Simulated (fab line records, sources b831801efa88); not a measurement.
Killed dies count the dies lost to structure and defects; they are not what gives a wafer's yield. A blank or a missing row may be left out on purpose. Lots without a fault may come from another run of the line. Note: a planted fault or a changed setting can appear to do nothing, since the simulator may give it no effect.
Which tool was responsible? | flow sky130 | 36 wafers from 12 lots sampled at 3 of the route's 708 steps

WHAT EACH GAUGE READ, for each wafer
SKY_SD_N_RS_MEAS_16: measurement is done with a four-point probe. Usual: for SD_N_RS the level is 68.54 ohm/sq and the standard deviation is 0.098.
lot  | measured     | on            | SD_N_RS (ohm/sq)  | flag
L493 | day 27 17:54 | film metro-03 | 68.48 68.44 68.49 |
L494 | day 28 06:02 | film metro-03 | 68.54 68.49 68.49 |
L495 | day 29 04:32 | film metro-04 | 68.55 68.71 68.59 |
L496 | day 29 14:37 | film metro-01 | 68.65 68.58 68.69 |
L499 | day 30 08:13 | film metro-04 | 68.41 68.44 68.47 |
L501 | day 30 23:01 | film metro-04 | 68.61 68.72 68.70 |
L502 | day 31 04:35 | film metro-03 | 68.55 68.44 68.49 |
L503 | day 31 12:01 | film metro-03 | 68.47 68.50 68.54 |
L510 | day 33 18:49 | film metro-01 | 62.81 62.78 62.79 | OFF
L512 | day 34 06:20 | film metro-01 | 62.52 62.73 62.66 | OFF
L513 | day 34 13:47 | film metro-03 | 68.33 68.48 68.43 |
L515 | day 35 01:56 | film metro-03 | 68.61 68.64 68.52 |

SKY_SD_N_RS_MEAS_17: measurement is done with a four-point probe. Usual: for SD_P_RS the level is 147.0 ohm/sq and the standard deviation is 0.34.
lot  | measured     | on            | SD_P_RS (ohm/sq)  | flag
L493 | day 27 18:01 | film metro-03 | 146.8 147.2 146.8 |
L494 | day 28 06:10 | film metro-03 | 146.7 146.9 147.0 |
L495 | day 29 04:40 | film metro-04 | 147.3 147.8 147.0 |
L496 | day 29 14:44 | film metro-01 | 147.6 147.5 147.7 |
L499 | day 30 08:20 | film metro-04 | 146.6 147.1 146.4 |
L501 | day 30 23:08 | film metro-04 | 147.4 147.3 146.9 |
L502 | day 31 04:43 | film metro-03 | 147.3 146.7 147.1 |
L503 | day 31 12:08 | film metro-03 | 146.7 146.8 146.6 |
L510 | day 33 18:56 | film metro-01 | 119.2 119.2 119.3 | OFF
L512 | day 34 06:28 | film metro-01 | 118.4 118.6 118.5 | OFF
L513 | day 34 13:54 | film metro-03 | 146.9 147.2 146.8 |
L515 | day 35 02:04 | film metro-03 | 147.3 147.5 147.6 |

EACH LOT AND THE TOOL THAT RAN IT (in order: tool; ch and the chambers of the sampled wafers; start)
lot  | SKY_SD_N_RTA_14
L493 | rtp anneal-01 ch 0, day 27 17:42
L494 | rtp anneal-02 ch 0, day 28 05:51
L495 | rtp anneal-01 ch 0, day 29 04:22
L496 | rtp anneal-02 ch 0, day 29 14:26
L499 | rtp anneal-01 ch 0, day 30 08:02
L501 | rtp anneal-01 ch 0, day 30 22:49
L502 | rtp anneal-02 ch 0, day 31 04:24
L503 | rtp anneal-01 ch 0, day 31 11:51
L510 | rtp anneal-02 ch 0, day 33 18:38
L512 | rtp anneal-02 ch 0, day 34 06:10
L513 | rtp anneal-01 ch 0, day 34 13:36
L515 | rtp anneal-01 ch 0, day 35 01:46
- SKY_SD_N_RTA_14: time 2 s.

WHAT THE TOOLS THEMSELVES READ (means of the sampled wafers that have a number; where no wafer has one, the mark that the record gives instead)
SKY_SD_N_RTA_14. Usual: chamber o2 ppm 1.997, standard deviation 0.021; lamp power pct 15.74 %, standard deviation 0.056; wafer_temp_C_max 1078.1, standard deviation 1.2.
lot  | tool          | chamber o2 ppm | lamp power pct (%) | wafer_temp_C_max | flag
L493 | rtp anneal-01 | 1.984          | 15.76              | 1077.2           |
L494 | rtp anneal-02 | 2.030          | 15.72              | 1077.9           |
L495 | rtp anneal-01 | 2.009          | 15.77              | 1078.1           |
L496 | rtp anneal-02 | 1.994          | 15.71              | 1078.5           |
L499 | rtp anneal-01 | 2.015          | 15.75              | 1077.5           |
L501 | rtp anneal-01 | 1.984          | 15.78              | 1079.2           |
L502 | rtp anneal-02 | 2.011          | 15.67              | 1077.9           |
L503 | rtp anneal-01 | 1.981          | 15.79              | 1079.0           |
L510 | rtp anneal-02 | 1.956          | 16.56              | 1110.9           | OFF
L512 | rtp anneal-02 | 2.032          | 16.61              | 1110.5           | OFF
L513 | rtp anneal-01 | 2.006          | 15.72              | 1078.4           |
L515 | rtp anneal-01 | 2.002          | 15.73              | 1078.5           |

THE ANSWER, worked out from the rows above alone
Rule: take the mean of a lot's wafers that have a number; if it is more than 3 standard deviations from the usual mean, the lot is off. Also off: a lot with no number at a reading for which 4 or more lots have one. Where the step has rows for the other lots, those lots are counted as sound. After the gauges, taken in route order, come the tools' own readings; for these a lot's mean is taken, as printed above. The first step at which some lot is off is used, and at that step the reading that is off furthest; a lot without a number counts as furthest.
Off: L510, L512, at SKY_SD_N_RS_MEAS_16 (SD_N_RS).
A tool fits if, at a process step before that reading, it ran every lot that is off, and no sound lot after the first of them. The gauges at SKY_SD_N_RS_MEAS_16 aren't tried: what is off there is off at SKY_SD_N_RTA_14 too, on other tools, and a gauge's error can't cause that. One candidate fits, namely rtp anneal-02 at SKY_SD_N_RTA_14. A fault onset in the window from L502 (day 31 04:24, its last sound lot) to L510 (day 33 18:38, its first lot off) fits.
The tool's own readings at SKY_SD_N_RTA_14 bear it out: on the lots that are off they differ by more than 5 times the standard deviation of the sound lots' means. lamp power pct reads 16.59 % there against 15.74 % on the sound lots; wafer_temp_C_max reads 1110.7 there against 1078.2 on the sound lots.

WHAT THE SIMULATOR PUT IN
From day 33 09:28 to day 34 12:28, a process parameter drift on rtp anneal-02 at SKY_SD_N_RTA_14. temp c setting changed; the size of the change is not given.
Shown lots that were struck: L510, L512. The same result came from the rule above.
